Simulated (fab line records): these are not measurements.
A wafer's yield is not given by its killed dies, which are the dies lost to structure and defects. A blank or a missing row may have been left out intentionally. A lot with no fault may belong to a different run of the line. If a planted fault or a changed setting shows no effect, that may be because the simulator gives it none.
Which tool did it? + flow gf180mcu + 33 wafers from 11 lots sampled at 3 of the route's 602 steps

## WHAT THE GAUGES SHOWED, per wafer
GF_V2_THK_MEAS_03.
| lot  | measured     | on           | V2_CVD_02_THK (nm) |
|------|--------------|--------------|--------------------|
| L814 | day 19 11:14 | filmMetro-03 | 832 848 859        |
| L820 | day 21 16:34 | filmMetro-04 | 841 849 846        |
| L822 | day 22 10:32 | filmMetro-04 | 826 858 845        |
| L823 | day 22 12:55 | filmMetro-01 | 844 848 850        |
| L824 | day 22 23:46 | filmMetro-01 | 829 846 858        |
| L825 | day 23 04:40 | filmMetro-04 | 845 845 866        |
| L831 | day 25 07:13 | filmMetro-03 | 852 864 871        |
| L832 | day 25 20:19 | filmMetro-01 | 841 847 868        |
| L835 | day 26 13:07 | filmMetro-01 | 832 833 843        |
| L836 | day 26 22:38 | filmMetro-01 | 841 843 844        |
| L837 | day 27 03:02 | filmMetro-04 | 863 871 867        |

GF_V2_BOW_MEAS_05.
| lot  | measured     | on           | V2_BOW (um) |
|------|--------------|--------------|-------------|
| L814 | day 19 11:36 | filmMetro-03 | 96 105 96   |
| L820 | day 21 16:56 | filmMetro-01 | 102 102 96  |
| L822 | day 22 10:54 | filmMetro-01 | 93 87 99    |
| L823 | day 22 13:17 | filmMetro-03 | 89 94 100   |
| L824 | day 23 00:08 | filmMetro-03 | 112 104 108 |
| L825 | day 23 05:02 | filmMetro-04 | 100 96 101  |
| L831 | day 25 07:35 | filmMetro-04 | 100 117 105 |
| L832 | day 25 20:40 | filmMetro-01 | 107 112 105 |
| L835 | day 26 13:29 | filmMetro-01 | 97 80 107   |
| L836 | day 26 23:01 | filmMetro-03 | 93 102 96   |
| L837 | day 27 03:25 | filmMetro-03 | 107 100 105 |

## WHICH TOOL RAN EACH LOT (tool, then ch and the chambers of the sampled wafers, then the start)
| lot  | GF_M2_METAL_ETCH_16              |
|------|----------------------------------|
| L814 | rieMetal-02 ch 0,1, day 19 10:21 |
| L820 | rieMetal-01 ch 0,1, day 21 15:35 |
| L822 | rieMetal-04 ch 0,1, day 22 09:38 |
| L823 | rieMetal-01 ch 0,1, day 22 12:04 |
| L824 | rieMetal-02 ch 1, day 22 22:55   |
| L825 | rieMetal-02 ch 0,1, day 23 03:48 |
| L831 | rieMetal-04 ch 0, day 25 06:21   |
| L832 | rieMetal-02 ch 1, day 25 19:26   |
| L835 | rieMetal-04 ch 0,1, day 26 12:15 |
| L836 | rieMetal-04 ch 0,1, day 26 21:45 |
| L837 | rieMetal-02 ch 0,1, day 27 02:12 |
- GF_M2_METAL_ETCH_16: etches the open film in Cl2/BCl3, stops on SiO2, target depth 750.8 nm, time 125.1 s.

## WHAT THE TOOLS THEMSELVES READ (means of the sampled wafers that have a number; where no wafer has one, the mark that the record gives instead)
GF_M2_METAL_ETCH_16.
| lot  | tool        | chamberPressureMTorr (mTorr) | drypumpMotorCurrentA (A) | mfcCl2Sccm (sccm) | oesProductAu (a.u.) | throttleValvePct (%) |
|------|-------------|------------------------------|--------------------------|-------------------|---------------------|----------------------|
| L814 | rieMetal-02 | 7.998                        | 6.2                      | 79.87             | 0.989               | 28.242               |
| L820 | rieMetal-01 | 8.003                        | 5.7                      | 79.95             | 0.989               | 28.223               |
| L822 | rieMetal-04 | 8.004                        | 5.7                      | 80.08             | 0.985               | 28.233               |
| L823 | rieMetal-01 | 8.000                        | 5.6                      | 80.13             | 0.979               | 28.230               |
| L824 | rieMetal-02 | 7.993                        | 6.4                      | 80.24             | 0.997               | 28.221               |
| L825 | rieMetal-02 | 7.998                        | 6.2                      | 80.05             | 0.988               | 28.219               |
| L831 | rieMetal-04 | 7.996                        | 6.5                      | 79.93             | 0.983               | 28.242               |
| L832 | rieMetal-02 | 8.005                        | 6.4                      | 79.98             | 0.974               | 28.242               |
| L835 | rieMetal-04 | 7.997                        | 6.1                      | 80.17             | 0.984               | 28.236               |
| L836 | rieMetal-04 | 8.004                        | 5.8                      | 79.82             | 0.988               | 28.236               |
| L837 | rieMetal-02 | 7.993                        | 6.2                      | 80.05             | 0.968               | 28.253               |

## THE ANSWER, worked out from the rows above alone
Rule: usual is defined by the lots themselves. The widest of any qualifying gaps counts: lots, ordered by their means at a reading, are off when they make up no more than a third of the lots, leave a main group of 4 or more, and stand apart from it by 3 or more times the standard deviation of that group's means. A main group whose means are all the same, to the digits that the tables above print for the reading, isn't used. Also off: a lot with no number at a reading for which 4 or more lots have one. Any other lot the step has rows for is counted as sound. The gauges are gone through in route order, then the tools' own readings, and for those a lot's mean is taken as printed above. The first step at which some lot is off is used, and at that step the reading that is off furthest; a lot without a number counts as furthest.
No lot is off at any reading shown: from this, nothing can be told.

## WHAT THE SIMULATOR PUT IN
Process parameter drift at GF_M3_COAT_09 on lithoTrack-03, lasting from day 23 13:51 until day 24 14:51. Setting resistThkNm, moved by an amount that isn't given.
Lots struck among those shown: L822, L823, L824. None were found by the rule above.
